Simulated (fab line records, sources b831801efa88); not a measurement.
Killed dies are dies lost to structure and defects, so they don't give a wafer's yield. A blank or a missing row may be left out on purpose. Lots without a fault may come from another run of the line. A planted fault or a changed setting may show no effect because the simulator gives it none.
Problem report in the 8D (eight disciplines) form, filled by code | flow sky130 | the parts of the form that need people (team, actions taken, sign-off) are left out

1. THE PROBLEM
PASSIVATION_CVD_02_THK at SKY_PASSIVATION_THK_MEAS_03 reads a mean of 716 nm on 4 wafers of 3 lots; wafers without a fault read 540 nm with a standard deviation of 6.9. That is +26 standard deviations from the usual mean.
First seen on wafer L222.5, day 46 14:16, on film_metro-03. The record holds 30 wafers of 11 lots with a number at this step. Rule for "out", or "out of limits": more than 4 standard deviations from the usual mean. The other wafers with a number count as sound.

2. WHAT IT IS AND WHAT IT IS NOT
question                    | is                             | is not
which readings at this step | PASSIVATION_CVD_02_THK         | -
which lots                  | L222, L224, L225               | L215, L216, L217, L229, L231, L232, L236, L238
which wafers of those lots  | L222.5, L224.3, L224.5, L225.5 | L222.4, L225.4
read on which gauges        | film_metro-02, film_metro-03   | film_metro-01
when                        | from day 46 14:16              | up to then (10 sound wafers); but 16 sound wafers of L225, L229, L231, L232, L236, L238 came after

3. SUSPECTS, AND WHAT RULES EACH OUT
Counting: a tool at a process step up to the reading stays a suspect if it ran every lot that is out. Sound lots after the first of them don't rule it out here, since some wafers of a struck lot are sound.
- the gauge at SKY_PASSIVATION_THK_MEAS_03: ruled out. The wafers that are out were read on 2 gauges (film_metro-02, film_metro-03).
- pecvd-02 at SKY_PASSIVATION_CVD_02 (deposits Si3N4, target thk 540 nm): kept. It ran every lot that is out, first L222 (day 46 14:07); its last sound lot up to then is L217 (day 44 20:55).
Left after counting: pecvd-02 at SKY_PASSIVATION_CVD_02.

4. THE CAUSE (what the simulator had put in)
Process parameter drift: pecvd-02, from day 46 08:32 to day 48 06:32, at SKY_PASSIVATION_CVD_02. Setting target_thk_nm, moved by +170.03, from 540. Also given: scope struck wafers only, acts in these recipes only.
Counting left only this tool.

5. THE CHAIN OF EFFECTS, in route order
Each row: a reading whose mean over the struck wafers that have a number lies more than 3 standard deviations from the usual. Only readings for which the record gives a usual standard deviation are gone through. hours: the time from each lot's start at the first step in this table that gives one to its start at this step, as a median over the lots. sigmas: the change in usual standard deviations.
hours | step                        | reading                | usual  | on struck wafers | change | sigmas
0     | SKY_PASSIVATION_THK_MEAS_03 | PASSIVATION_CVD_02_THK | 540 nm | 716              | +176   | +26

6. WHAT WOULD HAVE CAUGHT IT SOONER
In this record the first reading out of limits at a measuring or inspecting step was taken at day 46 14:16, 6 hours after the fault began at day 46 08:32.
Of the tool readings at SKY_PASSIVATION_CVD_02 for which the record gives a usual standard deviation, none was out on any struck wafer, so an alarm limit of 4 standard deviations on them would not have fired.
Of the lots that are out (3), L225, L224 began SKY_PASSIVATION_CVD_02 on pecvd-02 after day 46 14:16. A hold on the tool at that time would have spared those 2.
